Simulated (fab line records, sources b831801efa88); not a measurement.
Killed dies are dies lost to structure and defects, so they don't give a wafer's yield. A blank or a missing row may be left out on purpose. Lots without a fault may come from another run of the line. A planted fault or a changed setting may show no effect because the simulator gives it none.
Tool commonality check | flow sky130 | 11 lots, 33 wafers sampled

WHY IT WAS OPENED
At SKY_POLY_GATE_THK_MEAS_01 the reading POLY_GATE_CVD_00_THK is flagged on 1 of 11 lots. Wafers without a fault read 179.8 nm, standard deviation 1.2.
Rule: a lot is flagged when every wafer of it that has a number lies more than 4 standard deviations from that mean, or none has a number. The other lots count as sound.

lot  | measured     | on            | POLY_GATE_CVD_00_THK (nm), wafer by wafer | flag
L185 | day 13 15:52 | film_metro-04 | 180.1 180.0 179.7                         |
L187 | day 14 17:56 | film_metro-02 | 180.0 180.3 179.6                         |
L186 | day 14 23:23 | film_metro-03 | 178.9 178.9 178.9                         |
L189 | day 15 05:24 | film_metro-04 | 179.4 179.5 179.6                         |
L188 | day 15 11:28 | film_metro-04 | 179.8 179.9 180.8                         |
L193 | day 16 14:40 | film_metro-02 | 180.9 178.5 180.9                         |
L194 | day 17 01:55 | film_metro-02 | 178.6 180.1 178.7                         |
L198 | day 18 06:32 | film_metro-03 | 162.4 162.3 160.6                         | FLAGGED
L207 | day 21 16:56 | film_metro-03 | 183.0 181.7 180.8                         |
L206 | day 21 19:29 | film_metro-03 | 180.1 180.6 179.0                         |
L208 | day 22 11:47 | film_metro-03 | 179.7 180.3 178.9                         |
The numbers of the flagged lots are 161.8 nm on average: -18.0 nm against the usual, or -15 standard deviations.

WHICH TOOL RAN EACH LOT
The record holds 1 process step before the reading, out of a route of 708 steps. In each cell: the tool, then ch and the chambers that the sampled wafers went through, then the start.
lot  | flag    | SKY_POLY_GATE_CVD_00
L185 |         | lpcvd-01 ch 0, day 13 14:40
L187 |         | lpcvd-01 ch 1, day 14 16:44
L186 |         | lpcvd-01 ch 1, day 14 22:10
L189 |         | lpcvd-01 ch 0, day 15 04:12
L188 |         | lpcvd-01 ch 1, day 15 10:16
L193 |         | lpcvd-01 ch 0, day 16 13:28
L194 |         | lpcvd-01 ch 1, day 17 00:42
L198 | FLAGGED | lpcvd-01 ch 0, day 18 05:20
L207 |         | lpcvd-01 ch 0, day 21 15:44
L206 |         | lpcvd-01 ch 1, day 21 18:17
L208 |         | lpcvd-01 ch 0, day 22 10:35
What these steps do:
- SKY_POLY_GATE_CVD_00: deposits poly-Si, target thk 180 nm, time 720 s.
- SKY_POLY_GATE_THK_MEAS_01

FLAGGED OVER TOTAL, TOOL BY TOOL (the gauges that took the reading come last)
step                      | tool          | lots run | flagged | share of the flagged lots | sound lots run after its first flagged lot
SKY_POLY_GATE_CVD_00      | lpcvd-01      | 11       | 1       | all                       | 3 (L207,L206,L208)
SKY_POLY_GATE_THK_MEAS_01 | film_metro-02 | 3        | 0       | none                      | -
SKY_POLY_GATE_THK_MEAS_01 | film_metro-03 | 5        | 1       | all                       | 3 (L207,L206,L208)
SKY_POLY_GATE_THK_MEAS_01 | film_metro-04 | 3        | 0       | none                      | -

WHAT THE TABLE ALLOWS
2 rows of the table ran every flagged lot: lpcvd-01 at SKY_POLY_GATE_CVD_00, film_metro-03 at SKY_POLY_GATE_THK_MEAS_01.
- lpcvd-01 at SKY_POLY_GATE_CVD_00: 1 of its 11 lots flagged. Sound lots ran on it after the first flagged one (L207, L206, L208), which a lasting fault on the whole tool wouldn't allow. Its own readings lie more than 4 standard deviations out on every wafer of the flagged lots: pressure_mtorr.
- film_metro-03 at SKY_POLY_GATE_THK_MEAS_01: 1 of its 5 lots flagged. Sound lots ran on it after the first flagged one (L207, L206, L208), which a lasting fault on the whole tool wouldn't allow.
No row of the table ran every flagged lot and no sound lot after the first.

WHAT THE SIMULATOR HAD PUT IN
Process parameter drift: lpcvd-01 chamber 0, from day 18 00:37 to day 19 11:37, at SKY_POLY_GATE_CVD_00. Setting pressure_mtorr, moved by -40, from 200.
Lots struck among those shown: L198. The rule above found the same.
